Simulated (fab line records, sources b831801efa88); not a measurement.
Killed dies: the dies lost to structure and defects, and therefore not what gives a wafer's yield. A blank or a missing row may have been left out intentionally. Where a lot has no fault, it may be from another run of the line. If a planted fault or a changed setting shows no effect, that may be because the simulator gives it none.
Which tool is to blame? :: flow gf180mcu :: 7 lots, 21 wafers sampled, at 2 steps of a route of 602

## WHAT THE GAUGES SHOWED, per wafer
GF_HV_LDD_RS_MEAS_53: uses a four-point probe to measure.
lot: L475
measured: day 12 13:55
on: film metro-04
HV_LDD_RS (ohm/sq): 419.9 421.3 419.0

lot: L478
measured: day 13 15:09
on: film metro-01
HV_LDD_RS (ohm/sq): 418.8 419.2 418.6

lot: L480
measured: day 14 09:37
on: film metro-04
HV_LDD_RS (ohm/sq): 419.2 418.6 417.7

lot: L488
measured: day 17 07:37
on: film metro-04
HV_LDD_RS (ohm/sq): 414.9 415.2 414.8

lot: L491
measured: day 18 00:25
on: film metro-04
HV_LDD_RS (ohm/sq): 420.4 420.0 419.8

lot: L493
measured: day 18 16:26
on: film metro-01
HV_LDD_RS (ohm/sq): 418.8 420.0 419.2

lot: L495
measured: day 19 11:12
on: film metro-01
HV_LDD_RS (ohm/sq): 418.7 418.1 418.2

## WHAT TOOL EACH LOT RAN ON (gives the tool, then ch and the chambers of the sampled wafers, and finally the start)
lot: L475
GF_HV_LDD_RTA_52: rtp anneal-01 ch 0, day 12 13:49

lot: L478
GF_HV_LDD_RTA_52: rtp anneal-02 ch 0, day 13 15:05

lot: L480
GF_HV_LDD_RTA_52: rtp anneal-01 ch 0, day 14 09:33

lot: L488
GF_HV_LDD_RTA_52: rtp anneal-02 ch 0, day 17 07:33

lot: L491
GF_HV_LDD_RTA_52: rtp anneal-01 ch 0, day 18 00:20

lot: L493
GF_HV_LDD_RTA_52: rtp anneal-01 ch 0, day 18 16:22

lot: L495
GF_HV_LDD_RTA_52: rtp anneal-01 ch 0, day 19 11:08
- GF_HV_LDD_RTA_52: time 10 s.

## THE ANSWER, worked out from the rows above alone
Rule: the usual values come from the lots themselves. The widest of any qualifying gaps counts: lots, ordered by their means at a reading, are off when they make up no more than a third of the lots, leave a main group of 4 or more, and stand apart from it by 3 or more times the standard deviation of that group's means. A main group is skipped when, at the precision printed for the reading in the tables above, its means are all equal. A lot without any number at a reading at which 4 lots or more have one is off too. All remaining lots with rows at the step are treated as sound.
Off: L488, at GF_HV_LDD_RS_MEAS_53 (HV_LDD_RS). Mean 419.2 ohm/sq and standard deviation 0.69 in the main group.
If a tool, at a process step before that reading, ran all the lots that are off and no sound lot after the first of them, it fits. The gauges at GF_HV_LDD_RS_MEAS_53 are tried like those tools. One fits: rtp anneal-02 at GF_HV_LDD_RTA_52. Its last sound lot is L478 (day 13 15:05), its first lot that is off L488 (day 17 07:33): a fault that began between those two fits.

## WHAT THE SIMULATOR HAD INSERTED
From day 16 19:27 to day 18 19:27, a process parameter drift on rtp anneal-02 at GF_HV_LDD_RTA_52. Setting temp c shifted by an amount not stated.
Lots struck among those shown: L488. The rule above found the same.
